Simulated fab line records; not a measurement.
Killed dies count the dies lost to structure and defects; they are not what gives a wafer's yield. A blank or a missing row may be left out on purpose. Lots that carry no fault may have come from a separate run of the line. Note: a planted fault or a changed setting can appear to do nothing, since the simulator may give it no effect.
A lot that was struck, set against a sound lot / flow sky130 / 37 steps out of a route of 708
Sound: these wafers, L295.1, L295.2, L295.4. Struck: wafers L283.3, L283.4, L283.5. The cause is given at the end.
At each step with rows: each side's tool, then ch and its chambers, then its first start. Under that, the readings that differ: sound wafers / struck wafers / difference of the means / sigmas: that difference in standard deviations of wafers without a fault.
alike: same words and numbers on both sides, and readings whose means sit less than 2 such deviations apart. not compared: any withheld reading, any reading some wafer has no value for, any bound like >300 that may hide the same value, and any number with overlapping values for which the record gives no deviation.
The two part at a step that has a row with sigmas, a row that says differs or no value, or rows on one side only. Numbers that don't overlap but have no deviation are shown without sigmas and don't part them. Lack of a reading on every wafer of one side parts them only where that side has two or more wafers.

first, 10 steps without rows for these wafers: SKY_LDD_LDN_SOFTBAKE_03 (time 60 s); SKY_LDD_LDN_EXPOSE_04 (exposes mask LDNTM, target cd 700 nm); SKY_LDD_LDN_PEB_05; SKY_LDD_LDN_DEVELOP_06 (develop time 60 s); SKY_LDD_LDN_IMPLANT_08; SKY_LDD_LDN_IMPLANT_09; SKY_LDD_LDN_IMPLANT_10; SKY_LDD_LDN_IMPLANT_11; SKY_LDD_LDN_STRIP_12 (strips in O2/N2); SKY_LDD_LDN_CLEAN_14 (cleans in SC1/SC2, time 150 s).
SKY_SPACER_CVD_00: deposits Si3N4 from DCS/NH3, target thk 43.1 nm, time 740 s.
  sound on lpcvd-02 ch 1, day 30 11:21; struck on lpcvd-02 ch 0, day 27 13:59
reading=spike-tc-bottom-C (C); sound=786.3 785.0 785.2; struck=799.8 798.3 799.0; difference=+13.5; sigmas=+7
reading=spike-tc-centre-C (C); sound=770.1 770.1 768.7; struck=781.2 781.2 779.9; difference=+11.1; sigmas=+11
reading=spike-tc-lower-C (C); sound=773.3 770.0 769.7; struck=781.4 780.6 781.5; difference=+10.2; sigmas=+9
reading=spike-tc-top-C (C); sound=786.1 784.5 782.8; struck=796.3 794.7 796.8; difference=+11.5; sigmas=+10
reading=spike-tc-upper-C (C); sound=769.2 769.8 769.6; struck=781.8 779.7 778.3; difference=+10.4; sigmas=+9
reading=susceptor-temp-C (C); sound=769.7 769.7 769.6; struck=780.4 780.6 780.9; difference=+11.0; sigmas=+34
reading=model.Si3N4_of_SPACER_CVD_00.thk-nm (nm); sound=43.16 43.47 43.38; struck=52.25 52.1 52.47; difference=+8.94; sigmas=
SKY_SPACER_THK_MEAS_01:
  sound: film-metro-02 at day 30 13:13; struck: film-metro-04 at day 27 15:12
reading=SPACER_CVD_00_THK (nm); sound=43.2 43.4 43.4; struck=52.2 52.1 52.5; difference=+8.9; sigmas=+19
SKY_SPACER_ETCHBACK_02: etches Si3N4 in CH3F/O2, stops on SiO2, time 46.7 s, target depth 45 nm.
  sound on rie-diel-01 ch 1,2,3, day 30 13:16; struck on rie-diel-03 ch 1,2, day 27 15:14
reading=oes-product-au (a.u.); sound=0.851 0.857 0.861; struck=0.956 0.952 0.965; difference=+0.101; sigmas=+15
reading=throttle-valve-pct (%); sound=10.556 10.543 10.531; struck=10.586 10.567 10.555; difference=+0.026; sigmas=+3
reading=model.etch.depth-nm (nm); sound=43.16 43.47 43.38; struck=52.25 52.1 52.47; difference=+8.94; sigmas=
  alike: drypump-motor-current-A
  not compared: rf-hours-counter-h
then, 22 steps without rows for these wafers: SKY_POLY_CUT_DEHYDRATE_00 (time 60 s); SKY_POLY_CUT_HMDS_01 (prime time 60 s); SKY_POLY_CUT_COAT_02 (resist thk 60 nm); SKY_POLY_CUT_COAT_03 (resist thk 450 nm); SKY_POLY_CUT_SOFTBAKE_04 (time 90 s); SKY_POLY_CUT_EXPOSE_05 (exposes mask NPCM, target cd 270 nm); SKY_POLY_CUT_PEB_06; SKY_POLY_CUT_DEVELOP_07 (develop time 60 s); SKY_POLY_CUT_ETCH_10 (etches BARC in N2/H2, stops on SiO2, time 45.9 s, target depth 60 nm); SKY_POLY_CUT_ETCH_11 (etches Si3N4 in CF4/CH2F2/Ar, stops on poly-Si, time 42.5 s, target depth 60 nm); SKY_POLY_CUT_STRIP_12 (strips in O2/N2); SKY_SD_P_DEHYDRATE_00 (time 60 s); SKY_SD_P_HMDS_01 (prime time 60 s); SKY_SD_P_COAT_02 (resist thk 1140 nm); SKY_SD_P_SOFTBAKE_03 (time 60 s); SKY_SD_P_EXPOSE_04 (exposes mask PSDM, target cd 380 nm); SKY_SD_P_PEB_05; SKY_SD_P_DEVELOP_06 (develop time 60 s); SKY_SD_P_IMPLANT_09; SKY_SD_P_STRIP_10 (strips in O2/N2); SKY_RES_XHIGH_DEHYDRATE_00 (time 60 s); SKY_RES_XHIGH_HMDS_01 (prime time 60 s).
-- the record jumps here: 5 days lie between the struck wafers' starts before and after (it left off in module RES_XHIGH and takes up again in module SALICIDE, whose first step shown is number 361 of the route) --
SKY_SALICIDE_CLEAN_00: cleans in HF-last, time 30 s.
  sound on wet-bench-01 ch 0, day 35 03:02; struck on wet-bench-01 ch 0, day 32 06:52
reading=model.Si3N4_of_SPACER_CVD_00.thk-nm (nm); sound=42.16 42.46 42.37; struck=51.28 51.13 51.5; difference=+8.97; sigmas=
-- the record jumps here: 17 days lie between the struck wafers' starts before and after (it left off in module SALICIDE and takes up again in module PAD_OPEN, whose first step shown is number 708 of the route) --
SKY_PAD_OPEN_PROBE_99:
  sound: prober-02 at day 50 17:06; struck: prober-01 at day 49 01:00
reading=model.etest.pfet_01v8.r-on-ohm-um; sound=2761 2775 2810; struck=3305 3320 3240; difference=+506; sigmas=
reading=model.etest.nfet-g5v0d10v5.r-on-ohm-um; sound=1852 1856 1896; struck=1930 1904 1914; difference=+48; sigmas=
reading=model.etest.sonos-uncharged.r-on-ohm-um; sound=801.5 803.4 802.6; struck=850 855.2 852; difference=+50; sigmas=
reading=model.etest.pfet_01v8.drive-ua-um; sound=206.1 206.5 201.1; struck=167.1 165.7 168.9; difference=-37.3; sigmas=
reading=model.etest.pfet_01v8_hvt.drive-ua-um; sound=154.2 155.1 151.7; struck=123.1 121.2 125.7; difference=-30.3; sigmas=
reading=model.etest.sram-pfet-latch.drive-ua-um; sound=149.7 152.9 145.8; struck=120 121.1 120.5; difference=-29; sigmas=
reading=model.etest.pfet_01v8_mvt.drive-ua-um; sound=160.8 161.4 156.8; struck=135.7 136.8 137.5; difference=-23.0; sigmas=
reading=model.etest.pfet_01v8_lvt.drive-ua-um; sound=175.4 177.1 172.8; struck=164.9 166.2 166.8; difference=-9.1; sigmas=

WHERE THEY PART
First at SKY_SPACER_CVD_00; last, within this record, at SKY_SPACER_ETCHBACK_02.

WHY: the cause the simulator had injected
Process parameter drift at SKY_SPACER_CVD_00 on lpcvd-02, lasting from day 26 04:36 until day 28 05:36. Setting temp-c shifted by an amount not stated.
